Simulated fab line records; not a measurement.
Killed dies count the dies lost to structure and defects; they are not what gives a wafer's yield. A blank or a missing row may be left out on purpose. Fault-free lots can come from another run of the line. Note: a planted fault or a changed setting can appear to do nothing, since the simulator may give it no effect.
Which tool was responsible?    flow sky130    13 lots (39 wafers sampled), 1 step of a 708-step route

WHAT EACH GAUGE READ, for each wafer
SKY_PWDE_TW_MEAS_10. Usual: PWDE_TW typically reads 373.8, with standard deviation 2.6.
lot   measured     on             PWDE_TW            flag
L831  day 3 21:34  film_metro-02  371.9 370.7 369.8  
L832  day 4 01:32  film_metro-02  372.1 370.9 370.0  
L833  day 4 07:43  film_metro-03  373.7 376.0 373.6  
L834  day 4 11:46  film_metro-03  375.3 375.1 375.4  
L835  day 4 23:10  film_metro-03  374.1 373.5 372.2  
L841  day 6 03:10  film_metro-02  371.2 371.4 372.5  
L844  day 6 20:27  film_metro-03  376.8 378.5 375.9  
L845  day 7 01:40  film_metro-02  374.2 371.0 372.7  
L847  day 7 11:46  film_metro-03  377.7 378.0 377.1  
L848  day 7 18:44  film_metro-03  379.0 379.1 378.4  
L849  day 8 00:55  film_metro-03  375.9 377.5 376.3  
L851  day 8 11:06  film_metro-03  377.7 375.6 376.0  
L854  day 9 05:42  film_metro-02  370.1 368.8 370.8  

WHAT TOOL EACH LOT RAN ON (gives the tool, then ch and the chambers of the sampled wafers, and finally the start)
No process step before these readings appears in the record.

AS READ BY THE TOOLS THEMSELVES (means over the sampled wafers that have a number; for cases with no such wafer, the mark the record gives instead)
The record holds no such reading with a usual standard deviation.

THE ANSWER, worked out from the rows above alone
Rule: a lot counts as off when the mean over its wafers that have a number is more than 3 standard deviations away from the usual mean. Also off: a lot with no number at a reading for which 4 or more lots have one. Any other lot the step has rows for is counted as sound. First the gauges in route order, then the tools' own readings, where a lot's mean is used as printed above. The first step at which some lot is off is used, and at that step the reading that is off furthest; a lot without a number counts as furthest.
No lot is off on any of the readings shown, so nothing can be concluded from this.

WHAT WAS PUT IN BY THE SIMULATOR
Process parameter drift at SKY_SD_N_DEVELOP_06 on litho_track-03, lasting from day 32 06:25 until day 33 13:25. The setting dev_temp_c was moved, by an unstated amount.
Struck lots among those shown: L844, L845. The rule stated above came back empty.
